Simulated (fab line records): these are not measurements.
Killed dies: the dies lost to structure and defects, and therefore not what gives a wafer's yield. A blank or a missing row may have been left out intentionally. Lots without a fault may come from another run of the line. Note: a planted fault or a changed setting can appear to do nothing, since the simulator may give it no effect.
The same fault as seen by 2 desks | flow gf180mcu | numbers are kept per desk, each desk with only its own; the story behind them comes last

DESK OF THE TOOL OWNER: rtpAnneal-02
At GF_PSD_RTA_13 (time 20 s), the tool's own readings, given per lot that ran on this tool as the mean of the sampled wafers with a number. Any lot whose mean is over 4 standard deviations away from the usual mean is out of limits and marked OUT; that distance is given in the brackets.
Columns: A = lampPowerPct at GF_PSD_RTA_13, usual 36 %; B = wafer_temp_C_max at GF_PSD_RTA_13, usual 1028.3
lot  | first seen here | A  | B
L567 | day 15 03:16    | 42 | 1029.1
L571 | day 16 01:14    | 42 | 1029.1
L575 | day 17 14:40    | 42 | 1029.0
L577 | day 18 04:26    | 42 | 1028.9
L578 | day 18 08:02    | 42 | 1028.8
L579 | day 19 03:55    | 43 | 1029.3
L582 | day 19 19:58    | 43 | 1029.7
L589 | day 22 04:02    | 42 | 1028.5
This desk found nothing out of limits on any of the 8 lots.

AT THE METROLOGY DESK
What the gauges read for every lot (on any tool): the sampled wafers with a number, averaged. Any lot whose mean is over 4 standard deviations away from the usual mean is out of limits and marked OUT; that distance is given in the brackets.
Columns: A = HV_LDD_4_TW at GF_HV_LDD_TW_MEAS_50, usual 567.8; B = NSD_RS at GF_PSD_RS_MEAS_14, usual 46.14 ohm/sq; C = PSD_RS at GF_PSD_RS_MEAS_15, usual 108.5 ohm/sq; D = CONTACT_W_THK at GF_CONTACT_THK_MEAS_26, usual 289 nm
lot  | first seen here | A     | B               | C               | D
L566 | day 12 01:07    | 565.3 | 46.22           | 109.0           | 293
L567 | day 13 04:20    | 567.1 | 46.15           | 108.5           | 292
L568 | day 13 12:53    | 570.7 | 46.14           | 108.4           | 293
L570 | day 13 20:25    | 568.1 | 46.09           | 108.5           | 295
L571 | day 14 02:58    | 568.0 | 46.15           | 108.4           | 292
L575 | day 15 13:08    | 565.6 | 46.19           | 108.5           | 295
L574 | day 15 13:26    | 564.4 | 46.14           | 108.9           | 290
L577 | day 16 02:46    | 570.7 | 46.10           | 108.3           | 281
L578 | day 16 06:45    | 570.2 | 46.24           | 108.9           | 286
L579 | day 17 01:03    | 563.3 | 43.70 (-32) OUT | 100.8 (-25) OUT | 282
L582 | day 17 15:16    | 568.3 | 43.50 (-35) OUT | 100.5 (-26) OUT | 291
L589 | day 19 23:53    | 571.5 | 46.09           | 108.1           | 293
This desk finds L579, L582 out of limits, with the earliest case on L579 at day 19 03:59 (NSD_RS at GF_PSD_RS_MEAS_14). In limits: L566, L567, L568, L570, L571, L575, L574, L577, L578, L589.

BROUGHT TOGETHER
On L579, L582, the metrology desk was in a position to raise an alarm at day 19 03:59.
The desk of the tool owner found nothing out of limits.
On record at the tool owner's desk: L579, L582, within its limits.
Every lot named ran GF_PSD_RTA_13 on rtpAnneal-02.

WHAT THE SIMULATOR PUT IN
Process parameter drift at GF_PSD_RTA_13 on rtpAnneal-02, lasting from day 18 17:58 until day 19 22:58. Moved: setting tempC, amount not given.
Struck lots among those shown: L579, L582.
Time in hours between the start of the fault and the first out-of-limits reading at each desk: metrology desk, 10.
